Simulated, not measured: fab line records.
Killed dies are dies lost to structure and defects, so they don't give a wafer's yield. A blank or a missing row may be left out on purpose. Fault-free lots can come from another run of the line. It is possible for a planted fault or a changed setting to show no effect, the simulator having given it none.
fab line records -- flow sky130
[record] lots = 14, wafers = 42, lastDay = 50
route steps=708 shown VIA1@482 METAL3@532
lots with no fault: from the same line, run without faults
startH: hours from the record's first day to the start of the lot's first wafer shown -- waitH: hours elapsed since this lot's preceding step -- " identical to the entry in the row above -- L1.1+2: a single row standing in for several wafers -- - either no value or no given start -- * or withheld: withheld -- < > ~ a bound
route shown NAME@n: NAME is a module with steps in the file, n the number in the route of the first one -- usual: mean/standard deviation of fault-free wafers -- same: alike in all rows -- chamber/n: place in a boat -- sites: per-site readings -- _std_site: standard deviation of those values -- _edge_site: the outer-site mean with the inner-site mean subtracted -- radiusMm: for every site, how far away it sits from the centre of the wafer -- mask NAME#n: copy n -- behind: tool/chamber where the wafer was last shaped -- hold: why the lot was held/for how many hours/how that ended -- device: the n, p or np transistor that did not switch -- end of line: the route-end tests of the same wafers -- step lacking rows: just its recipe -- killed: the dies lost at the first sort to structure and to defects; this is not the yield of the wafer -- map: the dies of a wafer, with x for killed, . for not killed, _ for no die there
set.NAME: setting as actually run; set.NAME@STEP: the setting as run at that earlier step -- model.NAME: the simulator's own value behind a step, which no gauge read
a sample of lots followed through the steps of the route, with each step as a table and each wafer as a row
services: a tool's chamber out of use, with start hour (startH, from the record's first day; less than 0 if before it), hours out, and reason
[[steps]]
[step SKY_VIA1_CMP_24]
[recipe] stopOn = SiO2, tOverpolishS = 15, downForcePsi = 3.5, platenRpm = 60, targetThkNm = 0, padVelocityMS = 0.94248
[usual] motorCurrentA = 11.0/0.66, overpolishRunS = 15.000/0.0094, slurryFilterDpKPa = 13.48/0.15, timeToEndpointS = 65/4.4
lot.wafer,tool,chamber,startH,waitH,motorCurrentA,overpolishRunS,slurryFilterDpKPa,timeToEndpointS
L547.3,cmp-01,1,800.98,0.0,11.3,14.993,13.39,57
L547.2,cmp-01,3,800.98,0.0,11.3,14.996,13.41,72
L547.4,cmp-01,0,800.98,0.0,11.4,15.016,13.46,66
L548.2,cmp-02,0,806.68,0.0,12.6,15.000,13.65,65
L548.4,cmp-02,3,806.68,0.0,10.1,14.992,13.47,57
L548.5,cmp-02,1,806.68,0.0,10.2,14.990,13.47,56
L549.1,cmp-01,1,824.26,0.1,11.2,14.991,13.43,63
L549.4,cmp-01,2,824.26,0.1,10.6,15.003,13.61,69
L549.2,cmp-01,3,824.26,0.1,11.4,15.007,13.57,71
L552.4,cmp-01,2,847.18,0.0,10.5,14.997,13.19,68
L552.1,cmp-01,1,847.18,0.0,11.6,14.988,13.34,62
L552.5,cmp-01,3,847.18,0.0,10.6,14.994,13.29,69
L554.4,cmp-02,1,850.61,0.0,9.8,15.001,13.64,62
L554.1,cmp-02,2,850.61,0.0,10.7,14.997,13.60,64
L554.3,cmp-02,3,850.61,0.0,10.1,14.990,13.70,63
L553.4,cmp-01,0,851.76,0.1,11.6,15.007,13.48,71
L553.2,cmp-01,1,851.76,0.1,11.0,15.010,13.47,64
L553.6,cmp-01,3,851.76,0.1,10.6,15.004,13.33,74
L556.1,cmp-02,2,870.43,0.1,11.3,15.009,13.64,62
L556.2,cmp-02,0,870.43,0.1,11.8,14.993,13.37,64
L556.5,cmp-02,2,870.43,0.1,10.9,14.989,13.47,60
L557.3,cmp-01,1,873.98,0.0,11.9,14.990,13.40,58
L557.1,cmp-01,0,873.98,0.0,11.4,14.991,13.78,66
L557.6,cmp-01,1,873.98,0.0,11.7,15.021,13.59,60
L559.3,cmp-01,2,894.19,0.0,11.3,15.010,13.40,71
L559.1,cmp-01,3,894.19,0.0,11.1,14.999,13.50,74
L559.4,cmp-01,0,894.19,0.0,11.7,14.990,13.73,71
L560.3,cmp-02,2,900.68,0.2,10.6,15.002,13.14,67
L560.6,cmp-02,3,900.68,0.2,10.0,15.006,13.52,64
L560.5,cmp-02,0,900.68,0.2,11.5,15.006,13.49,68
L561.3,cmp-01,3,903.01,0.0,10.7,15.005,13.31,67
L561.2,cmp-01,0,903.01,0.0,11.2,14.983,13.30,67
L561.6,cmp-01,0,903.01,0.0,11.9,14.985,13.47,67
L562.1,cmp-01,0,909.05,0.1,11.8,15.010,13.44,69
L562.2,cmp-01,2,909.05,0.1,10.9,15.013,13.43,69
L562.5,cmp-01,3,909.05,0.1,10.9,14.997,13.21,72
L566.2,cmp-01,1,937.52,0.3,11.4,14.976,13.29,59
L566.4,cmp-01,2,937.52,0.3,10.1,14.993,13.44,70
L566.5,cmp-01,1,937.52,0.3,11.5,14.991,13.34,60
L570.4,cmp-02,2,959.38,0.1,11.4,14.986,13.58,63
L570.1,cmp-02,0,959.38,0.1,12.4,14.988,13.61,65
L570.6,cmp-02,2,959.38,0.1,10.7,14.999,13.55,66
[step SKY_METAL3_SPUTTER_00]
[recipe] material = Ti, targetThkNm = 15, powerW = 3000, timeS = 10, chamberPressurePa = 0.4
[usual] cathodeDcPowerW = 3000.0/0.6, chamberPressurePa = 0.3999/0.00092, throttleValvePct = 30.0/1.3
[same] timeS = 10
lot.wafer,tool,chamber,startH,waitH,cathodeDcPowerW,chamberPressurePa,throttleValvePct
L547.2,pvdSputter-01,-,857.69,0.1,2999.8,0.4005,31.1
L547.3,pvdSputter-01,-,857.69,0.1,3000.0,0.3994,27.9
L547.4,pvdSputter-01,-,857.69,0.1,2999.4,0.4008,27.6
L548.2,pvdSputter-03,-,862.26,0.2,2998.8,0.4002,30.1
L548.4,pvdSputter-03,-,862.26,0.2,2999.7,0.3999,28.6
L548.5,pvdSputter-03,-,862.26,0.2,3000.0,0.4005,28.5
L549.1,pvdSputter-02,-,880.13,0.1,2999.5,0.4003,29.6
L549.2,pvdSputter-02,-,880.13,0.1,3000.4,0.3999,30.1
L549.4,pvdSputter-02,-,880.13,0.1,3000.6,0.3991,28.6
L552.1,pvdSputter-01,-,902.41,0.2,3000.1,0.4006,31.2
L552.4,pvdSputter-01,-,902.41,0.2,3000.8,0.4020,29.9
L552.5,pvdSputter-01,-,902.41,0.2,3000.0,0.4005,30.2
L554.1,pvdSputter-01,-,906.30,0.1,3000.1,0.3983,31.5
L554.3,pvdSputter-01,-,906.30,0.1,3000.4,0.3992,31.4
L554.4,pvdSputter-01,-,906.30,0.1,3000.0,0.3989,30.0
L553.2,pvdSputter-01,-,906.90,0.2,2999.5,0.4020,31.6
L553.4,pvdSputter-01,-,906.90,0.2,2999.9,0.4013,31.6
L553.6,pvdSputter-01,-,906.90,0.2,3000.4,0.4003,30.0
L556.1,pvdSputter-01,-,924.23,0.1,3000.1,0.3983,31.6
L556.2,pvdSputter-01,-,924.23,0.1,2999.6,0.4025,31.5
L556.5,pvdSputter-01,-,924.23,0.1,2999.3,0.3996,27.4
L557.1,pvdSputter-01,-,928.86,0.1,2999.5,0.3999,27.5
L557.3,pvdSputter-01,-,928.86,0.1,3000.3,0.3996,31.4
L557.6,pvdSputter-01,-,928.86,0.1,3001.0,0.4006,31.5
L559.1,pvdSputter-03,-,947.88,0.2,3000.0,0.3998,30.2
L559.3,pvdSputter-03,-,947.88,0.2,3000.3,0.3993,28.6
L559.4,pvdSputter-03,-,947.88,0.2,3000.8,0.4000,30.4
L560.3,pvdSputter-01,-,955.07,0.1,2999.6,0.3989,27.7
L560.5,pvdSputter-01,-,955.07,0.1,2999.1,0.4002,29.8
L560.6,pvdSputter-01,-,955.07,0.1,3000.8,0.4000,27.5
L561.2,pvdSputter-02,-,956.72,0.2,3000.3,0.4012,29.6
L561.3,pvdSputter-02,-,956.72,0.2,2999.2,0.3984,30.3
L561.6,pvdSputter-02,-,956.72,0.2,2999.7,0.4000,30.4
L562.1,pvdSputter-01,-,962.94,0.1,2999.8,0.3986,31.5
L562.2,pvdSputter-01,-,962.94,0.1,3000.8,0.4009,27.3
L562.5,pvdSputter-01,-,962.94,0.1,2999.8,0.3986,31.6
L566.2,pvdSputter-03,-,989.41,0.1,2999.0,0.3991,30.2
L566.4,pvdSputter-03,-,989.41,0.1,2999.6,0.4000,28.4
L566.5,pvdSputter-03,-,989.41,0.1,2999.9,0.4000,30.3
L570.1,pvdSputter-02,-,1010.16,0.1,2998.5,0.4018,29.5
L570.4,pvdSputter-02,-,1010.16,0.1,3000.4,0.3994,30.6
L570.6,pvdSputter-02,-,1010.16,0.1,2999.9,0.3997,28.9
[step SKY_METAL3_SPUTTER_01]
[recipe] material = TiN, targetThkNm = 20, powerW = 6500, timeS = 16.7, chamberPressurePa = 0.4
[usual] cathodeDcPowerW = 6500.0/1.2, chamberPressurePa = 0.3999/0.00088, throttleValvePct = 30.0/1.3, timeS = 16.7/0
lot.wafer,tool,chamber,startH,waitH,cathodeDcPowerW,chamberPressurePa,throttleValvePct,timeS
L547.2,pvdSputter-01,-,857.71,0.0,6501.0,0.4004,31.1,16.7
L547.3,pvdSputter-01,-,857.71,0.0,6498.3,0.4001,27.6,16.7
L547.4,pvdSputter-01,-,857.71,0.0,6500.9,0.4002,27.4,16.7
L548.2,pvdSputter-03,-,862.29,0.0,6501.6,0.4003,30.4,16.7
L548.4,pvdSputter-03,-,862.29,0.0,6500.1,0.3994,28.5,16.7
L548.5,pvdSputter-03,-,862.29,0.0,6499.7,0.4009,28.6,16.7
L549.1,pvdSputter-02,-,880.15,0.0,6499.5,0.4007,29.6,16.7
L549.2,pvdSputter-02,-,880.15,0.0,6498.3,0.3985,30.4,16.7
L549.4,pvdSputter-02,-,880.15,0.0,6500.1,0.3986,28.9,16.7
L552.1,pvdSputter-01,-,902.43,0.0,6499.3,0.4000,31.2,16.7
L552.4,pvdSputter-01,-,902.43,0.0,6500.7,0.4013,30.2,16.7
L552.5,pvdSputter-01,-,902.43,0.0,6500.4,0.4015,29.9,16.7
L554.1,pvdSputter-01,-,906.32,0.0,6499.3,0.3948,31.7,16.7
L554.3,pvdSputter-01,-,906.32,0.0,6501.4,0.3992,31.4,16.7
L554.4,pvdSputter-01,-,906.32,0.0,6498.4,0.4000,29.9,16.7
L553.2,pvdSputter-01,-,906.92,0.0,6500.4,0.4002,31.2,16.7
L553.4,pvdSputter-01,-,906.92,0.0,6499.1,0.4007,31.3,16.7
L553.6,pvdSputter-01,-,906.92,0.0,6500.9,0.4007,30.0,16.7
L556.1,pvdSputter-01,-,924.25,0.0,6500.9,0.3995,31.3,16.7
L556.2,pvdSputter-01,-,924.25,0.0,6500.2,0.4012,31.3,16.7
L556.5,pvdSputter-01,-,924.25,0.0,6500.8,0.4003,27.4,16.7
L557.1,pvdSputter-01,-,928.88,0.0,6500.2,0.4000,27.4,16.7
L557.3,pvdSputter-01,-,928.88,0.0,6500.1,0.3989,31.6,16.7
L557.6,pvdSputter-01,-,928.88,0.0,6498.8,0.4007,31.3,16.7
L559.1,pvdSputter-03,-,947.90,0.0,6498.7,0.3999,29.9,16.7
L559.3,pvdSputter-03,-,947.90,0.0,6499.4,0.4015,28.5,16.7
L559.4,pvdSputter-03,-,947.90,0.0,6499.2,0.4011,30.3,16.7
L560.3,pvdSputter-01,-,955.10,0.0,6500.4,0.3978,27.3,16.7
L560.5,pvdSputter-01,-,955.10,0.0,6500.5,0.3985,29.8,16.7
L560.6,pvdSputter-01,-,955.10,0.0,6499.0,0.4000,27.6,16.7
L561.2,pvdSputter-02,-,956.74,0.0,-,-,-,-
L561.3,pvdSputter-02,-,956.74,0.0,-,-,-,-
L561.6,pvdSputter-02,-,956.74,0.0,-,-,-,-
L562.1,pvdSputter-01,-,962.97,0.0,-,-,-,-
L562.2,pvdSputter-01,-,962.97,0.0,-,-,-,-
L562.5,pvdSputter-01,-,962.97,0.0,-,-,-,-
L566.2,pvdSputter-03,-,989.43,0.0,6498.6,0.4005,30.4,16.7
L566.4,pvdSputter-03,-,989.43,0.0,6501.0,0.4001,28.7,16.7
L566.5,pvdSputter-03,-,989.43,0.0,6498.9,0.4004,30.0,16.7
L570.1,pvdSputter-02,-,1010.18,0.0,6499.5,0.3998,29.5,16.7
L570.4,pvdSputter-02,-,1010.18,0.0,6500.1,0.3990,30.3,16.7
L570.6,pvdSputter-02,-,1010.18,0.0,6499.4,0.3999,28.9,16.7
[step SKY_METAL3_SPUTTER_04]
[recipe] material = TiN, targetThkNm = 70, powerW = 6500, timeS = 58.3, chamberPressurePa = 0.4
[usual] cathodeDcPowerW = 6500.1/1.2, chamberPressurePa = 0.3997/0.00081, throttleValvePct = 30.0/1.3
[same] timeS = 58.3
lot.wafer,tool,chamber,startH,waitH,cathodeDcPowerW,chamberPressurePa,throttleValvePct
L547.2,pvdSputter-01,-,857.79,0.0,6500.2,0.3994,31.5
L547.3,pvdSputter-01,-,857.79,0.0,6497.8,0.4004,27.5
L547.4,pvdSputter-01,-,857.79,0.0,6499.7,0.4012,27.7
L548.2,pvdSputter-03,-,862.37,0.0,6497.9,0.3996,30.3
L548.4,pvdSputter-03,-,862.37,0.0,6498.0,0.3973,28.4
L548.5,pvdSputter-03,-,862.37,0.0,6499.0,0.4002,28.8
L549.1,pvdSputter-02,-,880.23,0.0,6500.6,0.4005,29.3
L549.2,pvdSputter-02,-,880.23,0.0,6499.6,0.3996,30.3
L549.4,pvdSputter-02,-,880.23,0.0,6500.3,0.3997,29.1
L552.1,pvdSputter-01,-,902.51,0.0,6500.4,0.4006,31.2
L552.4,pvdSputter-01,-,902.51,0.0,6500.3,0.3995,30.1
L552.5,pvdSputter-01,-,902.51,0.0,6499.5,0.3992,30.1
L554.1,pvdSputter-01,-,906.40,0.0,6497.7,0.4012,31.5
L554.3,pvdSputter-01,-,906.40,0.0,6500.2,0.3998,31.4
L554.4,pvdSputter-01,-,906.40,0.0,6500.5,0.3991,30.0
L553.2,pvdSputter-01,-,907.00,0.0,6499.3,0.3991,31.4
L553.4,pvdSputter-01,-,907.00,0.0,6502.0,0.4007,31.3
L553.6,pvdSputter-01,-,907.00,0.0,6501.1,0.4008,30.1
L556.1,pvdSputter-01,-,924.33,0.0,6503.8,0.4001,31.5
L556.2,pvdSputter-01,-,924.33,0.0,6500.4,0.3996,31.3
L556.5,pvdSputter-01,-,924.33,0.0,6499.2,0.3995,27.2
L557.1,pvdSputter-01,-,928.96,0.0,6499.8,0.4012,27.4
L557.3,pvdSputter-01,-,928.96,0.0,6498.9,0.3992,31.3
L557.6,pvdSputter-01,-,928.96,0.0,6501.1,0.3992,31.4
L559.1,pvdSputter-03,-,947.98,0.0,6500.2,0.4000,30.2
L559.3,pvdSputter-03,-,947.98,0.0,6501.0,0.3999,28.3
L559.4,pvdSputter-03,-,947.98,0.0,6500.3,0.3987,30.2
L560.3,pvdSputter-01,-,955.18,0.0,6500.9,0.3994,27.3
L560.5,pvdSputter-01,-,955.18,0.0,6499.8,0.3997,30.3
L560.6,pvdSputter-01,-,955.18,0.0,6502.2,0.4006,27.3
L561.2,pvdSputter-02,-,956.82,0.0,6500.9,0.4002,29.6
L561.3,pvdSputter-02,-,956.82,0.0,6499.0,0.3992,30.6
L561.6,pvdSputter-02,-,956.82,0.0,6499.5,0.3991,30.2
L562.1,pvdSputter-01,-,963.05,0.0,6499.1,0.4006,31.4
L562.2,pvdSputter-01,-,963.05,0.0,6502.5,0.3980,27.6
L562.5,pvdSputter-01,-,963.05,0.0,6498.0,0.3999,31.7
L566.2,pvdSputter-03,-,989.51,0.0,6499.6,0.3980,30.4
L566.4,pvdSputter-03,-,989.51,0.0,6498.6,0.3998,28.6
L566.5,pvdSputter-03,-,989.51,0.0,6499.2,0.3996,30.1
L570.1,pvdSputter-02,-,1010.26,0.0,6501.6,0.3991,30.0
L570.4,pvdSputter-02,-,1010.26,0.0,6499.6,0.4001,30.3
L570.6,pvdSputter-02,-,1010.26,0.0,6503.5,0.3989,28.9
[[services]]
tool,chamber,startH,hours,kind
cmp-02,-,802.76,1.7,repair
cmp-01,-,808.03,2.9,repair
pvdSputter-01,-,811.31,12.5,repair
cmp-02,-,828.17,1.4,repair
pvdSputter-03,-,833.22,2.7,repair
cmp-02,-,851.60,0.7,repair
cmp-02,-,858.47,3.0,repair
cmp-01,-,864.11,2.9,repair
pvdSputter-03,-,865.72,6.2,repair
pvdSputter-01,-,878.44,4.8,repair
cmp-02,-,892.93,1.1,repair
cmp-01,-,904.66,3.7,repair
cmp-02,-,908.36,23.6,pm
cmp-02,-,931.98,4.0,pm
cmp-02,-,933.40,19.3,repair
cmp-02,-,935.98,-,consumableReplace:conditioner
cmp-02,-,935.98,-,consumableReplace:pad
cmp-01,-,940.20,3.5,repair
cmp-02,-,943.21,4.9,repair
cmp-01,-,949.87,6.5,repair
cmp-02,-,971.95,1.8,repair
cmp-01,-,994.94,0.4,repair
[[key]]
[firstSign] step = SKY_METAL3_SPUTTER_01, reading = toolRecord, direction = missing
effect none on later readings
metAt SKY_METAL3_SPUTTER_01
struckLots L561,L562
laterRowsLeftOut L561.2,L561.3,L561.6,L562.1,L562.2,L562.5
sortLeftOut L561.2,L561.3,L561.6,L562.1,L562.2,L562.5
notActingAt SKY_VIA1_CMP_24,SKY_METAL3_SPUTTER_00,SKY_METAL3_SPUTTER_04
onsetBetween 955.10 956.74
[fault] kind = skippedStepWhole, tool = pvdSputter-01,pvdSputter-02, chamber = -, onsetH = 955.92, steps = SKY_METAL3_SPUTTER_01, scope = struckLotsOnly
// sortLeftOut: the simulated sort isn't trusted on such a fault, so these wafers' sort isn't shown, and their yield isn't known
// laterRowsLeftOut: the simulator's readings of these wafers behind a module that went badly wrong aren't trusted and aren't shown, but for the sort
